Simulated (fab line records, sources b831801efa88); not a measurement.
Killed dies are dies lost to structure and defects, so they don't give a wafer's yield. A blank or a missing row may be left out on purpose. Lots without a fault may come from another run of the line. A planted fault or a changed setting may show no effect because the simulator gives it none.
Problem report in the 8D (eight disciplines) form, filled by code | flow sky130 | the parts of the form that need people (team, actions taken, sign-off) are left out

1. THE PROBLEM
oes_product_au at SKY_METAL4_ETCH_16 reads a mean of 0.957 a.u. on 9 wafers of 3 lots; wafers without a fault read 0.625 a.u. with a standard deviation of 0.0046. That is +72 standard deviations from the usual mean.
The step: etches BARC in N2/H2, stops on SiO2, time 88.2 s, target depth 60 nm.
First seen on wafer L980.2, day 45 02:22, on rie_metal-04. The record holds 21 wafers of 7 lots with a number at this step. Rule for "out", or "out of limits": more than 4 standard deviations from the usual mean. The other wafers with a number count as sound.

2. WHAT IT IS AND WHAT IT IS NOT
question                    | is                           | is not
which readings at this step | oes_product_au, run_length_s | drypump_motor_current_A
which lots                  | L980, L981, L983             | L971, L977, L985, L992
which wafers of those lots  | all that have a number       | -
read on which tools         | rie_metal-04                 | rie_metal-02, rie_metal-03
when                        | from day 45 02:22            | up to then (6 sound wafers); but 6 sound wafers of L985, L992 came after

3. SUSPECTS, AND WHAT RULES EACH OUT
Counting: a tool at a process step up to the reading stays a suspect if it ran every lot that is out and no sound lot after the first of them.
- rie_metal-04 at SKY_METAL4_DESCUM_15 (chemistry O2, time 8 s): kept. It ran every lot that is out, first L980 (day 45 02:20), and no sound lot after that; its last sound lot up to then is L977 (day 44 05:50).
- rie_metal-04 at SKY_METAL4_ETCH_16 (etches BARC in N2/H2, stops on SiO2, time 88.2 s, target depth 60 nm): kept. It ran every lot that is out, first L980 (day 45 02:22), and no sound lot after that; its last sound lot up to then is L977 (day 44 05:52). Its own readings are out on those wafers: oes_product_au, run_length_s.
Left after counting: rie_metal-04 at SKY_METAL4_DESCUM_15, rie_metal-04 at SKY_METAL4_ETCH_16.

4. THE CAUSE (what the simulator had put in)
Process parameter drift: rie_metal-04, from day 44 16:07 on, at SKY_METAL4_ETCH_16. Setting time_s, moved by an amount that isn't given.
Counting left 2 suspects, and this tool is among them.

5. THE CHAIN OF EFFECTS, in route order
Each row: a reading whose mean over the struck wafers that have a number lies more than 3 standard deviations from the usual. Only readings for which the record gives a usual standard deviation are gone through. hours: the time from each lot's start at the first step in this table that gives one to its start at this step, as a median over the lots. sigmas: the change in usual standard deviations.
hours | step               | reading            | usual      | on struck wafers | change | sigmas
0     | SKY_METAL4_ETCH_16 | oes_product_au     | 0.625 a.u. | 0.957            | +0.332 | +72
0     | SKY_METAL4_ETCH_16 | run_length_s       | 116.7 s    | 81.5             | -35.2  | -53
0     | SKY_METAL4_ETCH_16 | throttle_valve_pct | 13.205 %   | 13.237           | +0.032 | +3.6
The process steps in it:
- SKY_METAL4_ETCH_16: etches BARC in N2/H2, stops on SiO2, time 88.2 s, target depth 60 nm.

6. WHAT WOULD HAVE CAUGHT IT SOONER
In this record the first reading out of limits was taken at day 45 02:22, 10 hours after the fault began at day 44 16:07.
